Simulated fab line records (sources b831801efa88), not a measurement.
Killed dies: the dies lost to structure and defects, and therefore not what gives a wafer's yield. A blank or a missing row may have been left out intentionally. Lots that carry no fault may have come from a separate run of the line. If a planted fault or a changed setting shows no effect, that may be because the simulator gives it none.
Which tool is to blame? :: flow sky130 :: 13 lots, 39 wafers sampled, at 4 steps of a route of 708

WHAT EACH GAUGE READ, for each wafer
SKY_POLY_CUT_OVL_MEAS_09.
lot: L587
measured: day 24 02:34
on: overlay-02
POLY_CUT_OVL (nm): -1 -8 -1

lot: L589
measured: day 24 20:28
on: overlay-02
POLY_CUT_OVL (nm): 6 1 -1

lot: L591
measured: day 25 05:42
on: overlay-01
POLY_CUT_OVL (nm): -2 8 5

lot: L593
measured: day 26 10:06
on: overlay-01
POLY_CUT_OVL (nm): -1 6 3

lot: L594
measured: day 26 17:26
on: overlay-02
POLY_CUT_OVL (nm): 10 8 -5

lot: L596
measured: day 27 08:45
on: overlay-02
POLY_CUT_OVL (nm): -9 -5 -2

lot: L595
measured: day 27 10:31
on: overlay-02
POLY_CUT_OVL (nm): -10 1 4

lot: L598
measured: day 27 21:52
on: overlay-02
POLY_CUT_OVL (nm): 2 11 0

lot: L597
measured: day 28 00:59
on: overlay-01
POLY_CUT_OVL (nm): -3 -4 6

lot: L600
measured: day 28 16:44
on: overlay-02
POLY_CUT_OVL (nm): 1 5 2

lot: L607
measured: day 31 08:14
on: overlay-01
POLY_CUT_OVL (nm): 6 -2 6

lot: L609
measured: day 31 15:40
on: overlay-01
POLY_CUT_OVL (nm): 4 4 3

lot: L610
measured: day 31 17:58
on: overlay-02
POLY_CUT_OVL (nm): -1 -1 3

SKY_SD_N_OVL_MEAS_08.
lot: L587
measured: day 27 17:37
on: overlay-01
SD_N_OVL (nm): 2.1 0.4 3.6

lot: L589
measured: day 28 11:22
on: overlay-01
SD_N_OVL (nm): -1.3 2.9 -0.2

lot: L591
measured: day 28 20:50
on: overlay-01
SD_N_OVL (nm): 2.3 0.5 2.7

lot: L593
measured: day 29 23:52
on: overlay-01
SD_N_OVL (nm): 0.7 2.8 3.2

lot: L594
measured: day 30 06:26
on: overlay-01
SD_N_OVL (nm): 0.7 2.4 2.3

lot: L596
measured: day 30 20:55
on: overlay-01
SD_N_OVL (nm): -0.8 -0.6 -0.8

lot: L595
measured: day 30 22:22
on: overlay-02
SD_N_OVL (nm): 2.4 4.3 3.8

lot: L598
measured: day 31 09:49
on: overlay-02
SD_N_OVL (nm): 3.3 3.1 4.6

lot: L597
measured: day 31 13:47
on: overlay-02
SD_N_OVL (nm): 0.4 0.5 1.7

lot: L600
measured: day 32 04:47
on: overlay-02
SD_N_OVL (nm): 1.9 0.7 1.5

lot: L607
measured: day 34 16:17
on: overlay-01
SD_N_OVL (nm): 0.7 -0.1 -0.8

lot: L609
measured: day 34 23:07
on: overlay-01
SD_N_OVL (nm): -1.9 -0.3 0.6

lot: L610
measured: day 35 01:46
on: overlay-01
SD_N_OVL (nm): 0.3 3.1 -0.2

EACH LOT AND THE TOOL THAT RAN IT (in order: tool; ch and the chambers of the sampled wafers; start)
lot: L587
SKY_RES_XHIGH_EXPOSE_04: ilineStepper-01 ch 0, day 25 23:39
SKY_RES_XHIGH_STRIP_08: plasmaAsher-01 ch 0,1, day 26 13:16

lot: L589
SKY_RES_XHIGH_EXPOSE_04: ilineStepper-02 ch 0, day 26 16:14
SKY_RES_XHIGH_STRIP_08: plasmaAsher-02 ch 0,1, day 27 07:10

lot: L591
SKY_RES_XHIGH_EXPOSE_04: ilineStepper-02 ch 0, day 27 02:04
SKY_RES_XHIGH_STRIP_08: plasmaAsher-02 ch 0,1, day 27 16:34

lot: L593
SKY_RES_XHIGH_EXPOSE_04: ilineStepper-01 ch 0, day 28 04:35
SKY_RES_XHIGH_STRIP_08: plasmaAsher-01 ch 0,1, day 28 19:29

lot: L594
SKY_RES_XHIGH_EXPOSE_04: ilineStepper-01 ch 0, day 28 13:11
SKY_RES_XHIGH_STRIP_08: plasmaAsher-04 ch 0,1, day 29 02:25

lot: L596
SKY_RES_XHIGH_EXPOSE_04: ilineStepper-02 ch 0, day 29 03:36
SKY_RES_XHIGH_STRIP_08: plasmaAsher-04 ch 0,1, day 29 18:15

lot: L595
SKY_RES_XHIGH_EXPOSE_04: ilineStepper-02 ch 0, day 29 04:53
SKY_RES_XHIGH_STRIP_08: plasmaAsher-04 ch 0, day 29 18:51

lot: L598
SKY_RES_XHIGH_EXPOSE_04: ilineStepper-02 ch 0, day 29 16:55
SKY_RES_XHIGH_STRIP_08: plasmaAsher-01 ch 0,1, day 30 06:12

lot: L597
SKY_RES_XHIGH_EXPOSE_04: ilineStepper-02 ch 0, day 29 20:44
SKY_RES_XHIGH_STRIP_08: plasmaAsher-01 ch 0,1, day 30 10:00

lot: L600
SKY_RES_XHIGH_EXPOSE_04: ilineStepper-01 ch 0, day 30 11:36
SKY_RES_XHIGH_STRIP_08: plasmaAsher-01 ch 0, day 31 01:55

lot: L607
SKY_RES_XHIGH_EXPOSE_04: ilineStepper-02 ch 0, day 33 00:13
SKY_RES_XHIGH_STRIP_08: plasmaAsher-02 ch 0,1, day 33 13:14

lot: L609
SKY_RES_XHIGH_EXPOSE_04: ilineStepper-02 ch 0, day 33 08:05
SKY_RES_XHIGH_STRIP_08: plasmaAsher-01 ch 0,1, day 33 20:43

lot: L610
SKY_RES_XHIGH_EXPOSE_04: ilineStepper-02 ch 0, day 33 10:29
SKY_RES_XHIGH_STRIP_08: plasmaAsher-02 ch 0,1, day 33 23:17
- SKY_RES_XHIGH_EXPOSE_04: exposes mask URPM, target cd 1270 nm.
- SKY_RES_XHIGH_STRIP_08: strips in O2/N2.

AS READ BY THE TOOLS THEMSELVES (means over the sampled wafers that have a number; for cases with no such wafer, the mark the record gives instead)
SKY_RES_XHIGH_EXPOSE_04.
lot: L587
tool: ilineStepper-01
reticleTempC (C): 22.99

lot: L589
tool: ilineStepper-02
reticleTempC (C): 23.09

lot: L591
tool: ilineStepper-02
reticleTempC (C): 22.94

lot: L593
tool: ilineStepper-01
reticleTempC (C): 23.03

lot: L594
tool: ilineStepper-01
reticleTempC (C): 22.95

lot: L596
tool: ilineStepper-02
reticleTempC (C): 22.80

lot: L595
tool: ilineStepper-02
reticleTempC (C): 22.90

lot: L598
tool: ilineStepper-02
reticleTempC (C): 22.87

lot: L597
tool: ilineStepper-02
reticleTempC (C): 22.93

lot: L600
tool: ilineStepper-01
reticleTempC (C): 22.87

lot: L607
tool: ilineStepper-02
reticleTempC (C): 22.96

lot: L609
tool: ilineStepper-02
reticleTempC (C): 22.98

lot: L610
tool: ilineStepper-02
reticleTempC (C): 22.92

SKY_RES_XHIGH_STRIP_08.
lot: L587
tool: plasmaAsher-01
chamberPressureMTorr (mTorr): 1500.7
drypumpMotorCurrentA (A): 5.4
n2FlowSccm (sccm): 299.4
oesProductAu (a.u.): 0.710
stripTimeToEndpointS (s): 14.23

lot: L589
tool: plasmaAsher-02
chamberPressureMTorr (mTorr): 1500.4
drypumpMotorCurrentA (A): 5.4
n2FlowSccm (sccm): 300.1
oesProductAu (a.u.): 0.713
stripTimeToEndpointS (s): 14.32

lot: L591
tool: plasmaAsher-02
chamberPressureMTorr (mTorr): 1500.0
drypumpMotorCurrentA (A): 5.4
n2FlowSccm (sccm): 299.9
oesProductAu (a.u.): 0.705
stripTimeToEndpointS (s): 14.28

lot: L593
tool: plasmaAsher-01
chamberPressureMTorr (mTorr): 1500.9
drypumpMotorCurrentA (A): 5.4
n2FlowSccm (sccm): 299.7
oesProductAu (a.u.): 0.712
stripTimeToEndpointS (s): 14.33

lot: L594
tool: plasmaAsher-04
chamberPressureMTorr (mTorr): 1500.8
drypumpMotorCurrentA (A): 5.7
n2FlowSccm (sccm): 299.4
oesProductAu (a.u.): 0.709
stripTimeToEndpointS (s): 14.32

lot: L596
tool: plasmaAsher-04
chamberPressureMTorr (mTorr): 1501.6
drypumpMotorCurrentA (A): 5.7
n2FlowSccm (sccm): 299.7
oesProductAu (a.u.): 0.708
stripTimeToEndpointS (s): 14.30

lot: L595
tool: plasmaAsher-04
chamberPressureMTorr (mTorr): 1499.6
drypumpMotorCurrentA (A): 5.6
n2FlowSccm (sccm): 300.9
oesProductAu (a.u.): 0.712
stripTimeToEndpointS (s): 14.35

lot: L598
tool: plasmaAsher-01
chamberPressureMTorr (mTorr): 1498.8
drypumpMotorCurrentA (A): 5.4
n2FlowSccm (sccm): 301.1
oesProductAu (a.u.): 0.710
stripTimeToEndpointS (s): 14.31

lot: L597
tool: plasmaAsher-01
chamberPressureMTorr (mTorr): 1500.2
drypumpMotorCurrentA (A): 5.6
n2FlowSccm (sccm): 299.7
oesProductAu (a.u.): 0.707
stripTimeToEndpointS (s): 14.29

lot: L600
tool: plasmaAsher-01
chamberPressureMTorr (mTorr): 1499.8
drypumpMotorCurrentA (A): 5.2
n2FlowSccm (sccm): 300.4
oesProductAu (a.u.): 0.710
stripTimeToEndpointS (s): 14.23

lot: L607
tool: plasmaAsher-02
chamberPressureMTorr (mTorr): 1499.8
drypumpMotorCurrentA (A): 5.4
n2FlowSccm (sccm): 300.7
oesProductAu (a.u.): 0.707
stripTimeToEndpointS (s): 14.25

lot: L609
tool: plasmaAsher-01
chamberPressureMTorr (mTorr): 1499.6
drypumpMotorCurrentA (A): 5.6
n2FlowSccm (sccm): 299.3
oesProductAu (a.u.): 0.715
stripTimeToEndpointS (s): 14.20

lot: L610
tool: plasmaAsher-02
chamberPressureMTorr (mTorr): 1499.1
drypumpMotorCurrentA (A): 5.9
n2FlowSccm (sccm): 299.6
oesProductAu (a.u.): 0.710
stripTimeToEndpointS (s): 14.28

THE ANSWER, worked out from the rows above alone
Rule: what is usual is taken from the lots themselves. Put in order of their means at a reading, lots are off if they are a third of the lots or fewer, leave a main group of 4 or more, and stand apart from it by a gap of 3 or more times the standard deviation of the main group's means; of several such gaps the widest counts. If all means in a main group match to the digits the tables above print for the reading, that group is not used. A lot without any number at a reading at which 4 lots or more have one is off too. All remaining lots with rows at the step are treated as sound. The gauges are gone through in route order, then the tools' own readings, and for those a lot's mean is taken as printed above. The first step at which some lot is off is used, and at that step the reading that is off furthest; a lot without a number counts as furthest.
No lot is off at any reading shown: from this, nothing can be told.

WHAT THE SIMULATOR PUT IN
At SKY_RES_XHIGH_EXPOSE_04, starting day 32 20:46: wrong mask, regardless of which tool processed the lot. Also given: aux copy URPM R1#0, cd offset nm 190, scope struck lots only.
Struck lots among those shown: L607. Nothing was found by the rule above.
